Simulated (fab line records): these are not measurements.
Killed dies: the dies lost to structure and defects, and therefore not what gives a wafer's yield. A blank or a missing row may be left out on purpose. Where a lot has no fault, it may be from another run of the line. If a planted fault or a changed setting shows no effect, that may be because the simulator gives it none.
fab line records	flow sky130
record: lots: 13	wafers: 38	last-day: 50
route steps=708 shown PAD_OPEN@694
lots that met no fault: taken from a fault-free run of the same line
start-h: start of the lot's first displayed wafer, in hours after the record's first day	wait-h: hours from the lot's prior step to this one	" identical to the entry in the row above	L1.1+2: one row covering several wafers at once	- either no value or no given start	* or withheld: withheld	< > ~ a bound
route shown NAME@n: a module of which the file shows steps, and the number in the route of the first	usual: the fault-free wafers' mean and standard deviation	same: alike in all rows	chamber/n: place in a boat	sites: per-site readings	_std_site: the values' standard deviation	_edge_site: the outer-site mean with the inner-site mean subtracted	radius-mm: for every site, how far away it sits from the centre of the wafer	mask NAME#n: copy n	behind: tool/chamber where the wafer was last shaped	hold: the reason the lot was held/the length of the hold in hours/how it ended	device: which transistor (n, p or np) failed to switch	end of line: the same wafers' tests at the end of the route	a step with no rows: only its recipe	killed: not the wafer's yield, but the dies lost to structure and defects at the first sort	map: per-die view of a wafer (x killed, . not killed, _ where there is no die)
set.NAME: the setting that was run; set.NAME@STEP: the one run at that earlier step	model.NAME: the simulator's own value behind a step, which no gauge read
the route's steps for a sample of lots (tables are steps, rows are wafers)
== steps ==
step: SKY_PAD_OPEN_DEHYDRATE_00
recipe: temp-c: 200	time-s: 60
usual: run-length-s: 89.03/0.12
lot.wafer	tool	chamber	start-h	wait-h	run-length-s
L551.1	litho-track-01	0	1061.49	9.6	89.03
L551.4	"	0	"	"	89.08
L551.6	"	0	"	"	88.91
L553.1	litho-track-02	0	1068.06	10.0	88.98
L553.3	"	0	"	"	88.87
L553.6	"	0	"	"	89.06
L556.2	litho-track-03	0	1091.12	9.6	89.04
L556.3	"	0	"	"	88.97
L556.6	"	0	"	"	89.26
L557.1	litho-track-02	0	1096.81	9.8	88.97
L557.2	"	0	"	"	88.91
L557.5	"	0	"	"	89.10
L558.3	litho-track-03	0	1103.35	9.2	89.12
L558.4	"	0	"	"	89.06
L558.5	"	0	"	"	89.03
L559.1	litho-track-03	0	1118.05	9.7	89.08
L559.3	"	0	"	"	89.04
L559.4	"	0	"	"	89.03
L560.2	litho-track-02	0	1119.39	9.6	89.11
L560.4	"	0	"	"	89.09
L560.6	"	0	"	"	89.06
L561.2	litho-track-03	0	1125.72	9.0	88.93
L561.3	"	0	"	"	89.32
L561.5	"	0	"	"	89.15
L562.2	litho-track-03	0	1129.72	8.5	89.11
L562.4	"	0	"	"	89.08
L562.5	"	0	"	"	88.94
L563.2	litho-track-02	0	1132.39	8.3	88.91
L563.3	"	0	"	"	89.24
L563.6	"	0	"	"	89.00
L565.1	litho-track-03	0	1156.60	8.6	88.97
L565.6	"	0	"	"	99.44
L573.1	litho-track-02	0	1183.91	7.2	88.90
L573.2	"	0	"	"	89.10
L573.4	"	0	"	"	88.90
L574.1	litho-track-02	0	1185.51	6.9	89.01
L574.4	"	0	"	"	88.90
L574.5	"	0	"	"	88.90
step: SKY_PAD_OPEN_PROBE_99
usual: defect-limited-yield: 82.7/1.8	killed_at_M0_to_M3: 44/6.8	killed_at_M4_up: 3.2/1.7	killed-at-contacts: 24/4.9	killed-at-front-end: 14/4.1	killed-at-other: 0.2/0.51	killed-dies: 85/8.7	killed-open: 46/6.8	killed-short: 39/6.1	sort_bin_3_pad_short: 0.9/0.43	sort_bin_5_function: 10.1/1.4	sort_bin_6_memory: 6.3/1.1	sort-n-pass: 407/8.7	sort-yield-pct: 82.7/1.8
same: gross-dies: 492	killed-at-back-side: 0	sort_bin_4_leakage[%]: 0	sort_bin_8_speed[%]: 0
lot.wafer	tool	chamber	start-h	wait-h	defect-limited-yield[%]	killed_at_M0_to_M3	killed_at_M4_up	killed-at-contacts	killed-at-front-end	killed-at-other	killed-dies	killed-open	killed-short	sort_bin_3_pad_short[%]	sort_bin_5_function[%]	sort_bin_6_memory[%]	sort-n-pass	sort-yield-pct[%]
L556.2	prober-01	-	1104.54	0.1	80.1	62	4	23	8	1	98	60	38	0.6	10.8	8.5	394	80.1
L556.3	prober-01	-	1104.59	0.2	82.1	51	1	26	9	1	88	50	38	1.2	9.8	6.9	404	82.1
L556.6	prober-01	-	1104.74	0.2	84.1	43	3	19	13	0	78	36	42	1.0	8.5	6.3	414	84.1
L557.1	prober-02	-	1109.37	0.1	81.7	54	4	23	9	0	90	46	44	0.8	12.4	5.1	402	81.7
L557.2	prober-02	-	1109.42	0.1	79.7	43	3	27	27	0	100	56	44	0.8	9.3	10.2	392	79.7
L557.5	prober-02	-	1109.57	0.2	81.7	42	2	32	14	0	90	48	42	1.2	10.6	6.5	402	81.7
L558.3	prober-01	-	1115.62	0.2	82.1	47	4	19	18	0	88	46	42	0.2	11.6	6.1	404	82.1
L558.4	prober-01	-	1115.67	0.2	86.6	29	2	21	14	0	66	37	29	1.2	6.7	5.5	426	86.6
L558.5	prober-01	-	1115.72	0.2	83.5	50	3	18	10	0	81	55	26	1.6	9.3	5.5	411	83.5
L559.1	prober-02	-	1129.93	0.1	82.5	47	5	24	10	0	86	56	30	0.6	8.9	7.9	406	82.5
L559.3	prober-02	-	1130.03	0.2	82.7	45	3	21	14	2	85	37	48	0.8	9.6	6.9	407	82.7
L560.2	prober-01	-	1131.59	0.1	83.3	39	3	27	13	0	82	43	39	0.8	9.3	6.5	410	83.3
L560.4	prober-01	-	1131.69	0.2	87.4	29	2	19	12	0	62	38	24	0.6	7.7	4.3	430	87.4
L560.6	prober-01	-	1131.79	0.2	85.0	39	3	23	9	0	74	38	36	0.4	9.6	5.1	418	85.0
L561.2	prober-02	-	1137.76	0.1	84.6	41	7	20	8	0	76	42	34	0.8	9.8	4.9	416	84.6
L561.3	prober-02	-	1137.81	0.2	83.1	50	2	19	12	0	83	53	30	1.0	9.8	6.1	409	83.1
L561.5	prober-02	-	1137.91	0.2	81.1	43	2	33	15	0	93	54	39	1.2	10.6	7.1	399	81.1
L562.2	prober-01	-	1142.62	0.1	82.7	50	2	22	10	1	85	47	38	0.8	10.4	6.1	407	82.7
L562.4	prober-01	-	1142.72	0.2	82.1	46	4	25	13	0	88	47	41	0.8	11.4	5.7	404	82.1
L562.5	prober-01	-	1142.77	0.2	83.7	42	2	24	12	0	80	41	39	0.8	9.8	5.7	412	83.7
L563.2	prober-02	-	1144.71	0.1	80.7	51	6	28	9	1	95	54	41	1.2	11.2	6.9	397	80.7
L563.3	prober-02	-	1144.76	0.2	83.5	40	2	22	17	0	81	44	37	0.6	10.2	5.7	411	83.5
L563.6	prober-02	-	1144.91	0.2	83.7	41	4	20	14	1	80	53	27	0.2	9.8	6.3	412	83.7
killed by level:class
L556.2 VIA1:geometric-particle:open=14 VIA3:geometric-particle:open=11 LI_CONTACT:geometric-particle:open=9 VIA2:geometric-particle:open=9 METAL1:geometric-particle:short=8 CONTACT:geometric-particle:open=7 VIA3:geometric-particle:short=5 FIELD_ISO:geometric-particle:short=3
L556.3 VIA1:geometric-particle:open=16 CONTACT:geometric-particle:open=10 METAL1:geometric-particle:short=7 CONTACT:geometric-particle:short=6 METAL2:geometric-particle:short=6 VIA3:geometric-particle:open=6 LI_CONTACT:geometric-particle:short=5 VIA2:geometric-particle:short=4
L556.6 METAL1:geometric-particle:short=6 VIA3:geometric-particle:short=5 LI_CONTACT:geometric-particle:short=5 LI_CONTACT:geometric-particle:open=5 CONTACT:geometric-particle:open=5 VIA1:geometric-particle:short=5 VIA3:geometric-particle:open=5 METAL2:geometric-particle:short=5
L557.1 METAL1:geometric-particle:short=8 VIA3:geometric-particle:open=8 CONTACT:geometric-particle:open=8 METAL2:geometric-particle:short=8 LI_CONTACT:geometric-particle:open=7 VIA1:geometric-particle:short=6 VIA1:geometric-particle:open=6 METAL1:geometric-particle:open=4
L557.2 VIA1:geometric-particle:open=19 CONTACT:geometric-particle:open=8 LOCAL_INTERCONNECT:geometric-particle:short=7 FIELD_ISO:geometric-particle:open=6 SPACER:geometric-particle:short=6 LI_CONTACT:geometric-particle:open=6 FIELD_ISO:geometric-particle:short=5 VIA2:geometric-particle:open=5
L557.5 CONTACT:geometric-particle:open=19 VIA1:geometric-particle:open=10 METAL2:geometric-particle:short=7 VIA1:geometric-particle:short=5 VIA3:geometric-particle:open=5 POLY_GATE:geometric-particle:short=4 LI_CONTACT:geometric-particle:short=4 CONTACT:geometric-particle:short=4
L558.3 METAL1:geometric-particle:short=9 CONTACT:geometric-particle:open=7 METAL2:geometric-particle:short=6 VIA1:geometric-particle:open=6 VIA2:geometric-particle:open=6 VIA3:geometric-particle:open=6 LI_CONTACT:geometric-particle:open=5 FIELD_ISO:geometric-particle:open=4
L558.4 CONTACT:geometric-particle:open=8 METAL1:geometric-particle:short=6 LOCAL_INTERCONNECT:geometric-particle:short=5 VIA3:geometric-particle:open=5 FIELD_ISO:geometric-particle:open=4 LI_CONTACT:geometric-particle:open=4 VIA1:geometric-particle:short=4 VIA1:geometric-particle:open=4
L558.5 VIA1:geometric-particle:open=12 VIA3:geometric-particle:open=10 VIA2:geometric-particle:open=8 CONTACT:geometric-particle:open=8 LOCAL_INTERCONNECT:geometric-particle:short=5 POLY_GATE:geometric-particle:open=4 METAL2:geometric-particle:short=4 LI_CONTACT:geometric-particle:open=3
L559.1 CONTACT:geometric-particle:open=14 VIA1:geometric-particle:open=10 VIA2:geometric-particle:open=10 VIA1:geometric-particle:short=7 VIA3:geometric-particle:open=5 FIELD_ISO:geometric-particle:short=4 LI_CONTACT:geometric-particle:open=4 METAL2:geometric-particle:short=4
L559.3 VIA1:geometric-particle:open=11 FIELD_ISO:geometric-particle:short=7 CONTACT:geometric-particle:short=7 LI_CONTACT:geometric-particle:open=6 CONTACT:geometric-particle:open=6 METAL2:geometric-particle:short=6 METAL3:geometric-particle:short=6 VIA3:geometric-particle:open=6
L560.2 CONTACT:geometric-particle:open=10 VIA2:geometric-particle:open=8 VIA1:geometric-particle:open=6 FIELD_ISO:geometric-particle:open=5 VIA3:geometric-particle:open=5 LOCAL_INTERCONNECT:geometric-particle:short=5 CONTACT:geometric-particle:short=5 LI_CONTACT:geometric-particle:open=4
L560.4 VIA3:geometric-particle:open=8 METAL2:geometric-particle:short=6 LI_CONTACT:geometric-particle:open=5 CONTACT:geometric-particle:open=5 VIA2:geometric-particle:open=4 POLY_GATE:geometric-particle:open=3 LI_CONTACT:geometric-particle:short=3 VIA1:geometric-particle:open=3
L560.6 VIA1:geometric-particle:open=11 CONTACT:geometric-particle:open=9 METAL2:geometric-particle:short=6 LI_CONTACT:geometric-particle:open=5 VIA1:geometric-particle:short=5 POLY_GATE:geometric-particle:open=4 LI_CONTACT:geometric-particle:short=4 CONTACT:geometric-particle:short=4
L561.2 CONTACT:geometric-particle:open=8 VIA1:geometric-particle:open=8 METAL2:geometric-particle:short=7 FIELD_ISO:geometric-particle:open=6 METAL1:geometric-particle:short=6 VIA3:geometric-particle:open=6 METAL4:geometric-particle:short=5 METAL3:geometric-particle:short=5
L561.3 VIA2:geometric-particle:open=13 LI_CONTACT:geometric-particle:open=11 VIA1:geometric-particle:open=11 FIELD_ISO:geometric-particle:open=6 METAL2:geometric-particle:short=6 VIA3:geometric-particle:open=6 VIA1:geometric-particle:short=5 METAL1:geometric-particle:short=4
L561.5 VIA1:geometric-particle:open=13 CONTACT:geometric-particle:open=12 LI_CONTACT:geometric-particle:open=9 CONTACT:geometric-particle:short=7 POLY_GATE:geometric-particle:open=6 METAL1:geometric-particle:short=6 VIA2:geometric-particle:short=5 METAL2:geometric-particle:short=5
L562.2 VIA1:geometric-particle:open=15 CONTACT:geometric-particle:open=8 VIA3:geometric-particle:open=8 VIA1:geometric-particle:short=7 FIELD_ISO:geometric-particle:open=6 LI_CONTACT:geometric-particle:open=5 CONTACT:geometric-particle:short=4 METAL2:geometric-particle:short=4
L562.4 CONTACT:geometric-particle:open=10 VIA1:geometric-particle:short=9 LI_CONTACT:geometric-particle:open=7 VIA1:geometric-particle:open=7 VIA2:geometric-particle:open=7 LOCAL_INTERCONNECT:geometric-particle:short=6 VIA3:geometric-particle:open=5 FIELD_ISO:geometric-particle:short=4
L562.5 CONTACT:geometric-particle:open=8 VIA1:geometric-particle:open=8 VIA1:geometric-particle:short=7 LOCAL_INTERCONNECT:geometric-particle:short=6 VIA2:geometric-particle:open=6 FIELD_ISO:geometric-particle:open=5 LI_CONTACT:geometric-particle:open=4 CONTACT:geometric-particle:short=4
L563.2 VIA1:geometric-particle:open=19 LI_CONTACT:geometric-particle:open=8 CONTACT:geometric-particle:open=8 METAL1:geometric-particle:short=6 VIA2:geometric-particle:open=6 METAL2:geometric-particle:short=5 LOCAL_INTERCONNECT:geometric-particle:short=4 CONTACT:geometric-particle:short=4
L563.3 VIA1:geometric-particle:open=11 CONTACT:geometric-particle:open=9 FIELD_ISO:geometric-particle:short=6 METAL2:geometric-particle:short=6 VIA1:geometric-particle:short=5 VIA2:geometric-particle:open=5 FIELD_ISO:geometric-particle:open=4 CONTACT:geometric-particle:short=4
L563.6 VIA3:geometric-particle:open=12 CONTACT:geometric-particle:open=10 VIA1:geometric-particle:open=7 LI_CONTACT:geometric-particle:open=5 VIA2:geometric-particle:open=5 METAL1:geometric-particle:short=4 METAL2:geometric-particle:short=4 POLY_GATE:geometric-particle:open=3
== key ==
first-sign: step: SKY_PAD_OPEN_DEHYDRATE_00	reading: run-length-s	direction: up	sigmas: 88	usual: *	struck: *
effect none on later readings
met-at SKY_PAD_OPEN_DEHYDRATE_00
struck-lots L565
struck-wafers L565.6
onset-between 1129.72 1156.60
fault: kind: process-parameter-drift	tool: litho-track-03	chamber: -	onset-h: 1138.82	steps: SKY_PAD_OPEN_DEHYDRATE_00	channel: time-s	offset: *	shape: step	end-h: 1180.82	scope: struck-wafers-only	acts-in: *	stated: *
